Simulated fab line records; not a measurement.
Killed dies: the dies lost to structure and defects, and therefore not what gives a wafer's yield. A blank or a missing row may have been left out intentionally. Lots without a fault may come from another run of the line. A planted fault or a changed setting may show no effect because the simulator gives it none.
Chamber matching ; flow sky130 ; SKY_VIA3_CMP_02 on cmp-01 has 4 sister chambers
The step polishes SiO2. 22 wafers are shown with their chamber, then 11 later ones without.

== WAFERS, EACH WITH ITS CHAMBER ==
wafer;chamber;motor-current-A (A);head-pressure-psi (psi)
L077.1;1;12.1;3.995
L077.3;3;12.3;3.995
L077.4;2;13.9;4.008
L079.2;2;13.6;4.008
L079.4;3;12.5;3.994
L079.5;2;13.5;3.992
L081.3;2;13.3;3.999
L081.4;0;12.2;3.999
L081.5;0;11.8;4.005
L083.2;1;12.1;4.010
L083.3;3;12.1;4.005
L083.4;0;12.5;3.991
L084.4;2;13.8;4.009
L084.5;3;12.7;4.008
L084.6;0;12.0;4.009
L086.1;1;12.1;3.993
L086.2;3;12.3;4.008
L086.3;0;12.6;3.999
L087.1;3;13.0;4.005
L087.3;2;13.4;3.989
L087.5;0;11.7;3.984
L088.3;2;13.4;3.999

SIGNATURES (averages over the wafers above)
reading;chamber 0;chamber 1;chamber 2;chamber 3;scatter within a chamber
motor-current-A;12.133;12.100;13.557;12.483;0.289
head-pressure-psi;3.99783;3.99933;4.00057;4.00250;0.00811
Rule: for a wafer and a chamber, the distance is found by dividing, reading by reading, the gap between the wafer's reading and the chamber's mean by the reading's scatter, squaring, summing and taking the root. If the next closest chamber is less than 2 further off than the closest, the wafer can't be placed; otherwise it belongs to the closest. The scatter: the root of (the sum of the squares of (reading less its chamber's mean) over the shown wafers, divided by (wafers less chambers)).

== WAFERS WITH NO CHAMBER GIVEN ==
wafer;motor-current-A (A);head-pressure-psi (psi)
L088.4;12.1;4.004
L088.6;12.6;4.001
L092.2;13.0;4.003
L092.3;12.2;4.011
L092.4;12.5;3.993
L095.1;12.6;3.994
L095.3;12.6;4.005
L095.4;13.0;4.005
L097.1;12.3;4.001
L097.3;12.8;3.983
L097.6;12.3;4.008

== CHAMBER TAKEN BY EACH ==
wafer;from the rows above;in truth
L088.4;can't be placed: 1 or 0 or 3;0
L088.6;can't be placed: 3 or 0 or 1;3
L092.2;can't be placed: 3 or 2 or 0 or 1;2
L092.3;can't be placed: 3 or 1 or 0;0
L092.4;can't be placed: 3 or 0 or 1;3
L095.1;can't be placed: 3 or 0 or 1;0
L095.3;can't be placed: 3 or 0 or 1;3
L095.4;can't be placed: 3 or 2 or 0 or 1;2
L097.1;can't be placed: 3 or 0 or 1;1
L097.3;can't be placed: 3 or 0 or 1 or 2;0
L097.6;can't be placed: 3 or 1 or 0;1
Correctly placed: 0 of 11. Not placeable from these rows: 11 (in 11, the candidates include the true chamber). Wrongly placed: 0.
